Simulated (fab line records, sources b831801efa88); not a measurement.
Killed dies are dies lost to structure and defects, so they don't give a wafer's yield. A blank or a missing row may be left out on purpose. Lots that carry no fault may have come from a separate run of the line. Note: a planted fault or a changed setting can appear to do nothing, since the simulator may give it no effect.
The tool behind it: which one? + flow sky130 + 14 lots with 42 wafers sampled at 5 steps, on a route of 708 steps

WHAT THE GAUGES READ, wafer by wafer
SKY_VT_ADJUST_NCORE_TW_MEAS_11.
| lot  | measured     | on            | VT_ADJUST_NCORE_TW |
|------|--------------|---------------|--------------------|
| L194 | day 9 21:19  | film-metro-01 | 222.9 222.9 221.5  |
| L193 | day 9 23:22  | film-metro-01 | 222.5 221.2 222.0  |
| L196 | day 10 02:03 | film-metro-03 | 218.9 220.0 219.3  |
| L198 | day 10 13:50 | film-metro-03 | 218.2 219.4 218.3  |
| L199 | day 10 14:25 | film-metro-03 | 219.8 219.3 220.3  |
| L201 | day 11 02:19 | film-metro-04 | 216.4 216.1 216.8  |
| L202 | day 11 13:46 | film-metro-03 | 218.1 218.2 218.6  |
| L203 | day 11 15:57 | film-metro-04 | 216.3 215.9 215.6  |
| L204 | day 12 02:18 | film-metro-03 | 218.4 219.1 218.9  |
| L205 | day 12 04:54 | film-metro-01 | 222.7 221.1 222.7  |
| L206 | day 12 14:25 | film-metro-01 | 221.5 221.5 221.6  |
| L208 | day 13 05:00 | film-metro-03 | 219.4 217.6 218.2  |
| L210 | day 13 19:09 | film-metro-03 | 219.4 218.6 218.6  |
| L214 | day 15 00:38 | film-metro-03 | 219.0 217.9 217.0  |

SKY_VT_ADJUST_PCH_TW_MEAS_10.
| lot  | measured     | on            | VT_ADJUST_PCH_TW  |
|------|--------------|---------------|-------------------|
| L194 | day 11 21:24 | film-metro-01 | 144.2 143.8 144.0 |
| L193 | day 12 00:05 | film-metro-04 | 141.1 141.4 140.9 |
| L196 | day 12 02:53 | film-metro-02 | 145.8 145.7 146.3 |
| L198 | day 12 16:13 | film-metro-02 | 146.6 146.2 146.5 |
| L199 | day 12 16:36 | film-metro-04 | 140.9 141.1 140.7 |
| L201 | day 13 05:51 | film-metro-01 | 144.5 144.8 144.8 |
| L202 | day 13 17:18 | film-metro-01 | 143.4 144.1 143.9 |
| L203 | day 13 20:02 | film-metro-01 | 143.6 143.9 143.9 |
| L204 | day 14 07:38 | film-metro-01 | 142.6 142.8 142.9 |
| L205 | day 14 10:26 | film-metro-01 | 143.0 143.4 142.9 |
| L206 | day 14 19:18 | film-metro-04 | 140.9 140.8 142.0 |
| L208 | day 15 13:46 | film-metro-02 | 176.0 175.4 174.8 |
| L210 | day 16 05:07 | film-metro-04 | 169.0 169.4 168.4 |
| L214 | day 17 09:07 | film-metro-04 | 140.9 140.4 140.9 |

SKY_SONOS_TUNNEL_TW_MEAS_12.
| lot  | measured     | on            | SONOS_TUNNEL_TW   |
|------|--------------|---------------|-------------------|
| L194 | day 12 22:50 | film-metro-03 | 196.0 195.6 194.9 |
| L193 | day 13 01:35 | film-metro-04 | 192.9 191.8 191.9 |
| L196 | day 13 05:13 | film-metro-04 | 192.5 193.0 193.4 |
| L198 | day 13 18:32 | film-metro-03 | 196.2 195.7 197.3 |
| L199 | day 13 18:58 | film-metro-04 | 193.9 192.5 193.1 |
| L201 | day 14 09:12 | film-metro-04 | 194.7 195.2 193.5 |
| L202 | day 14 21:18 | film-metro-04 | 194.3 195.0 193.9 |
| L203 | day 14 23:55 | film-metro-03 | 196.5 196.4 196.0 |
| L204 | day 15 12:14 | film-metro-03 | 195.5 195.3 196.4 |
| L205 | day 15 14:59 | film-metro-02 | 200.6 200.8 199.8 |
| L206 | day 16 00:57 | film-metro-03 | 195.2 196.8 196.6 |
| L208 | day 16 17:52 | film-metro-03 | 195.6 195.9 195.3 |
| L210 | day 17 08:47 | film-metro-03 | 194.7 195.8 196.1 |
| L214 | day 18 14:45 | film-metro-02 | 199.6 200.0 201.1 |

EACH LOT AND THE TOOL THAT RAN IT (in order: tool; ch and the chambers of the sampled wafers; start)
| lot  | SKY_NWELL_RTA_28                 | SKY_VT_ADJUST_PCH_IMPLANT_08    |
|------|----------------------------------|---------------------------------|
| L194 | rtp-anneal-01 ch 0, day 6 09:20  | implanter-01 ch 0, day 11 21:11 |
| L193 | rtp-anneal-02 ch 0, day 6 10:45  | implanter-04 ch 0, day 11 23:50 |
| L196 | rtp-anneal-01 ch 0, day 6 13:26  | implanter-01 ch 0, day 12 02:38 |
| L198 | rtp-anneal-01 ch 0, day 6 23:24  | implanter-01 ch 0, day 12 16:01 |
| L199 | rtp-anneal-02 ch 0, day 6 23:44  | implanter-04 ch 0, day 12 16:23 |
| L201 | rtp-anneal-02 ch 0, day 7 10:08  | implanter-03 ch 0, day 13 05:38 |
| L202 | rtp-anneal-02 ch 0, day 7 18:11  | implanter-03 ch 0, day 13 17:05 |
| L203 | rtp-anneal-01 ch 0, day 7 21:48  | implanter-03 ch 0, day 13 19:47 |
| L204 | rtp-anneal-02 ch 0, day 8 05:36  | implanter-01 ch 0, day 14 07:23 |
| L205 | rtp-anneal-01 ch 0, day 8 08:21  | implanter-04 ch 0, day 14 10:11 |
| L206 | rtp-anneal-02 ch 0, day 8 15:05  | implanter-04 ch 0, day 14 19:05 |
| L208 | rtp-anneal-02 ch 0, day 9 03:51  | implanter-01 ch 0, day 15 13:11 |
| L210 | rtp-anneal-02 ch 0, day 9 16:17  | implanter-01 ch 0, day 16 04:20 |
| L214 | rtp-anneal-02 ch 0, day 10 15:23 | implanter-04 ch 0, day 17 08:54 |
- SKY_NWELL_RTA_28: time 30 s.
- SKY_VT_ADJUST_PCH_IMPLANT_08

WHAT THE TOOLS THEMSELVES READ (means of the sampled wafers that have a number; where no wafer has one, the mark that the record gives instead)
SKY_NWELL_RTA_28.
| lot  | tool          | lamp-power-pct (%) | wafer_temp_C_max |
|------|---------------|--------------------|------------------|
| L194 | rtp-anneal-01 | 25.32              | 1053.7           |
| L193 | rtp-anneal-02 | 25.27              | 1055.0           |
| L196 | rtp-anneal-01 | 25.26              | 1054.0           |
| L198 | rtp-anneal-01 | 25.30              | 1054.5           |
| L199 | rtp-anneal-02 | 25.42              | 1054.2           |
| L201 | rtp-anneal-02 | 25.28              | 1055.6           |
| L202 | rtp-anneal-02 | 25.30              | 1054.2           |
| L203 | rtp-anneal-01 | 25.32              | 1054.5           |
| L204 | rtp-anneal-02 | 25.31              | 1055.3           |
| L205 | rtp-anneal-01 | 25.36              | 1054.6           |
| L206 | rtp-anneal-02 | 25.29              | 1054.4           |
| L208 | rtp-anneal-02 | 25.27              | 1055.3           |
| L210 | rtp-anneal-02 | 25.29              | 1054.3           |
| L214 | rtp-anneal-02 | 25.30              | 1054.2           |

THE ANSWER, worked out from the rows above alone
Rule: the usual values come from the lots themselves. Put in order of their means at a reading, lots are off if they are a third of the lots or fewer, leave a main group of 4 or more, and stand apart from it by a gap of 3 or more times the standard deviation of the main group's means; of several such gaps the widest counts. A main group whose means are all the same, to the digits that the tables above print for the reading, isn't used. Also off: a lot with no number at a reading for which 4 or more lots have one. The other lots that the step has rows for count as sound. First the gauges in route order, then the tools' own readings, where a lot's mean is used as printed above. The first step at which some lot is off is used, and at that step the reading that is off furthest; a lot without a number counts as furthest.
Off: L208, L210, at SKY_VT_ADJUST_PCH_TW_MEAS_10 (VT_ADJUST_PCH_TW). Main group: mean 143.2, sd 1.9.
If a tool, at a process step before that reading, ran all the lots that are off and no sound lot after the first of them, it fits. The gauges at SKY_VT_ADJUST_PCH_TW_MEAS_10 are tried like those tools. One fits: SKY_VT_ADJUST_PCH_IMPLANT_08 on implanter-01. A fault onset in the window from L204 (day 14 07:23, its last sound lot) to L208 (day 15 13:11, its first lot off) fits.

WHAT THE SIMULATOR HAD PUT IN
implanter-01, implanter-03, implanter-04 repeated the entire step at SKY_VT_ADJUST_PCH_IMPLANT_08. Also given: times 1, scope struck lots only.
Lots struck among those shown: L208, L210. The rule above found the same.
